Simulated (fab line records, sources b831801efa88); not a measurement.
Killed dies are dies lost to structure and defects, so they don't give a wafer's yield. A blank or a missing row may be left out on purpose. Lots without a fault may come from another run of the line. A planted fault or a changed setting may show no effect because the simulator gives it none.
One fault seen from 2 desks | flow sky130 | each desk has only its own numbers; what lay behind them comes last

THE TOOL OWNER'S DESK: cvd_w-01
The tool's own readings at SKY_VIA2_CVD_21 (deposits W, target thk 420 nm, time 126.4 s): means of the sampled wafers that have a number, for each lot that ran on this tool. A lot is out of limits, marked OUT, if its mean lies more than 4 standard deviations from the usual mean; the brackets give that distance.
Columns: A = heater_power_w at SKY_VIA2_CVD_21, usual 873 W
lot  | first seen here | A
L242 | day 38 04:53    | 883
L241 | day 38 07:14    | 905
L245 | day 39 00:40    | 911
L246 | day 39 00:48    | 905
L251 | day 40 19:05    | 907
L252 | day 41 01:54    | 918
This desk's finding: nothing out of limits on any of the 6 lots.

THE METROLOGY DESK
What the gauges read, lot by lot, whatever tool the lot ran on: means of the sampled wafers that have a number. A lot is out of limits, marked OUT, if its mean lies more than 4 standard deviations from the usual mean; the brackets give that distance.
Columns: A = VIA2_HDPCVD_THK at SKY_VIA2_THK_MEAS_01, usual 1177 nm; B = VIA2_W_RS at SKY_VIA2_RS_MEAS_22, usual 0.273 ohm/sq
lot  | first seen here | A    | B
L242 | day 37 01:50    | 1163 | 0.275
L241 | day 37 03:54    | 1165 | 0.274
L245 | day 37 21:40    | 1167 | 0.276
L246 | day 37 21:42    | 1181 | 0.273
L249 | day 39 00:25    | 1185 | 0.271
L250 | day 39 15:36    | 1148 | 0.265
L251 | day 39 17:14    | 1174 | 0.237 (-9.0) OUT
L252 | day 39 23:46    | 1190 | 0.238 (-8.8) OUT
L259 | day 41 22:17    | 1181 | 0.272
L260 | day 42 02:04    | 1177 | 0.273
This desk's finding: out of limits on L251, L252; first on L251, day 40 19:14 (VIA2_W_RS at SKY_VIA2_RS_MEAS_22). In limits: L242, L241, L245, L246, L249, L250, L259, L260.

PUT TOGETHER
The metrology desk could have raised an alarm at day 40 19:14, on L251, L252.
The tool owner's desk saw nothing out of limits.
The tool owner's desk has L251, L252 on record, within its limits.
Of the lots named, all ran SKY_VIA2_CVD_21 on cvd_w-01.

WHAT THE SIMULATOR HAD PUT IN
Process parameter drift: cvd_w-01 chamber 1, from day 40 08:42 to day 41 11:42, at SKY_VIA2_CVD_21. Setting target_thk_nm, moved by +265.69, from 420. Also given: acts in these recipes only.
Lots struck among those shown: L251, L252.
Hours from the fault's start to each desk's first reading out of limits: the metrology desk, 11.
